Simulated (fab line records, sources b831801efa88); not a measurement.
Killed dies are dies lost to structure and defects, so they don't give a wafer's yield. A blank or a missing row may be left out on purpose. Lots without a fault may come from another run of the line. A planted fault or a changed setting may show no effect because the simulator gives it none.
Which tool did it? | flow sky130 | 14 lots, 42 wafers sampled, at 2 steps of a route of 708

WHAT THE GAUGES READ, wafer by wafer
SKY_SONOS_ONO_THK_MEAS_03.
lot  | measured     | on            | SONOS_ONO_CVD_02_THK (nm)
L293 | day 11 18:07 | film_metro-04 | 10.52 10.47 10.42
L294 | day 11 22:35 | film_metro-02 | 10.67 10.83 10.79
L295 | day 12 07:04 | film_metro-04 | 10.64 10.71 10.64
L296 | day 12 21:47 | film_metro-04 | 10.54 10.37 10.42
L297 | day 13 06:49 | film_metro-04 | 10.48 10.65 10.69
L299 | day 13 11:02 | film_metro-01 | 10.76 10.70 10.67
L300 | day 14 00:05 | film_metro-04 | 10.49 10.72 10.64
L301 | day 14 16:47 | film_metro-01 | 9.42 9.56 9.65
L303 | day 14 23:58 | film_metro-04 | 9.71 9.81 9.88
L311 | day 17 16:17 | film_metro-02 | 10.37 10.32 10.60
L312 | day 18 06:15 | film_metro-04 | 10.50 10.36 10.40
L313 | day 18 11:43 | film_metro-01 | 10.67 10.60 10.70
L315 | day 19 00:46 | film_metro-04 | 10.97 10.83 10.93
L316 | day 19 08:20 | film_metro-02 | 10.33 10.49 10.48

WHICH TOOL RAN EACH LOT (tool, then ch and the chambers of the sampled wafers, then the start)
lot  | SKY_SONOS_ONO_CVD_02
L293 | lpcvd-02 ch 1, day 11 17:04
L294 | lpcvd-02 ch 0, day 11 21:31
L295 | lpcvd-02 ch 1, day 12 06:00
L296 | lpcvd-02 ch 0, day 12 20:43
L297 | lpcvd-02 ch 1, day 13 05:46
L299 | lpcvd-02 ch 0, day 13 09:58
L300 | lpcvd-02 ch 1, day 13 23:02
L301 | lpcvd-02 ch 1, day 14 15:44
L303 | lpcvd-02 ch 1, day 14 22:55
L311 | lpcvd-02 ch 0, day 17 15:14
L312 | lpcvd-02 ch 1, day 18 05:12
L313 | lpcvd-02 ch 0, day 18 10:40
L315 | lpcvd-02 ch 1, day 18 23:10
L316 | lpcvd-02 ch 1, day 19 07:15
- SKY_SONOS_ONO_CVD_02: deposits Si3N4 from DCS/NH3, target thk 10.5 nm, time 180 s.

WHAT THE TOOLS THEMSELVES READ (means of the sampled wafers that have a number; where no wafer has one, the mark that the record gives instead)
SKY_SONOS_ONO_CVD_02.
lot  | tool     | pressure_mtorr (mTorr)
L293 | lpcvd-02 | 250.3
L294 | lpcvd-02 | 249.9
L295 | lpcvd-02 | 250.0
L296 | lpcvd-02 | 249.7
L297 | lpcvd-02 | 249.8
L299 | lpcvd-02 | 249.8
L300 | lpcvd-02 | 250.1
L301 | lpcvd-02 | 200.2
L303 | lpcvd-02 | 200.6
L311 | lpcvd-02 | 250.4
L312 | lpcvd-02 | 250.0
L313 | lpcvd-02 | 250.1
L315 | lpcvd-02 | 250.0
L316 | lpcvd-02 | 250.0

THE ANSWER, worked out from the rows above alone
Rule: what is usual is taken from the lots themselves. Put in order of their means at a reading, lots are off if they are a third of the lots or fewer, leave a main group of 4 or more, and stand apart from it by a gap of 3 or more times the standard deviation of the main group's means; of several such gaps the widest counts. A main group whose means are all the same, to the digits that the tables above print for the reading, isn't used. A lot without any number at a reading at which 4 lots or more have one is off too. The other lots that the step has rows for count as sound. The gauges are gone through in route order, then the tools' own readings, and for those a lot's mean is taken as printed above. The first step at which some lot is off is used, and at that step the reading that is off furthest; a lot without a number counts as furthest.
Off: L301, L303, at SKY_SONOS_ONO_THK_MEAS_03 (SONOS_ONO_CVD_02_THK). The main group: mean 10.59 nm, standard deviation 0.15.
A tool fits if, at a process step before that reading, it ran every lot that is off, and no sound lot after the first of them. The gauges at SKY_SONOS_ONO_THK_MEAS_03 aren't tried: what is off there is off at SKY_SONOS_ONO_CVD_02 too, on other tools, and a gauge's error can't cause that. None of those tried fits.

WHAT THE SIMULATOR HAD PUT IN
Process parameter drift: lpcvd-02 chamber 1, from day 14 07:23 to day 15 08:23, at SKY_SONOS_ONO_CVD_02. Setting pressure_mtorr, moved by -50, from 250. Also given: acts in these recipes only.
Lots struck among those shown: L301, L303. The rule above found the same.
